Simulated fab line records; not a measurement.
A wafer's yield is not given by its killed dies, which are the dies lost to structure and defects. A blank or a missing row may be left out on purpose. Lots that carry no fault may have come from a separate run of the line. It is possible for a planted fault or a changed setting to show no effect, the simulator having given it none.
Matching of chambers + flow gf180mcu + rieDiel-01 running GF_SAB_ETCH_11: 4 sister chambers
The step etches SiO2 in C4F8/O2/Ar, target depth 55 nm, time 8.5 s. 4 wafers are shown with their chamber, then 8 later ones without.

WAFERS, EACH WITH ITS CHAMBER
| wafer  | chamber | oesProductAu (a.u.) |
|--------|---------|---------------------|
| L081.1 | 0       | 1.002               |
| L081.2 | 2       | 0.995               |
| L081.3 | 3       | 0.979               |
| L081.4 | 1       | 1.006               |

WAFERS WITH NO CHAMBER GIVEN
| wafer  | oesProductAu (a.u.) |
|--------|---------------------|
| L081.5 | 0.996               |
| L081.6 | 0.997               |
| L084.1 | 1.005               |
| L084.2 | 0.997               |
| L084.3 | 0.989               |
| L084.4 | 1.001               |
| L084.5 | 1.000               |
| L084.6 | 0.996               |

CHAMBER TAKEN BY EACH
| wafer  | from the rows above          | in truth |
|--------|------------------------------|----------|
| L081.5 | can't be placed: 2 or 0      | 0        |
| L081.6 | can't be placed: 2 or 0      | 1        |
| L084.1 | can't be placed: 1 or 0      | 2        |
| L084.2 | can't be placed: 2 or 0      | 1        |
| L084.3 | can't be placed: 2 or 3      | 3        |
| L084.4 | can't be placed: 0 or 1 or 2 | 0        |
| L084.5 | can't be placed: 0 or 2 or 1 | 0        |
| L084.6 | can't be placed: 2 or 0      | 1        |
Placed correctly: 0 of 8. Cannot be placed on the basis of these rows: 8; the candidates contain the true chamber in 4. Placed wrongly: 0.
How it was worked out, from the rows above alone: a wafer's distance from a chamber is the root of the sum, over the readings, of the square of ((its reading less the chamber's mean) divided by the reading's scatter). If the next closest chamber is less than 2 further off than the closest, the wafer can't be placed; otherwise it belongs to the closest. For every chamber, the mean is computed from those of its wafers that are shown. The scatter: root of mean squared gap, hidden wafer to nearest shown wafer, with one shown wafer a chamber.
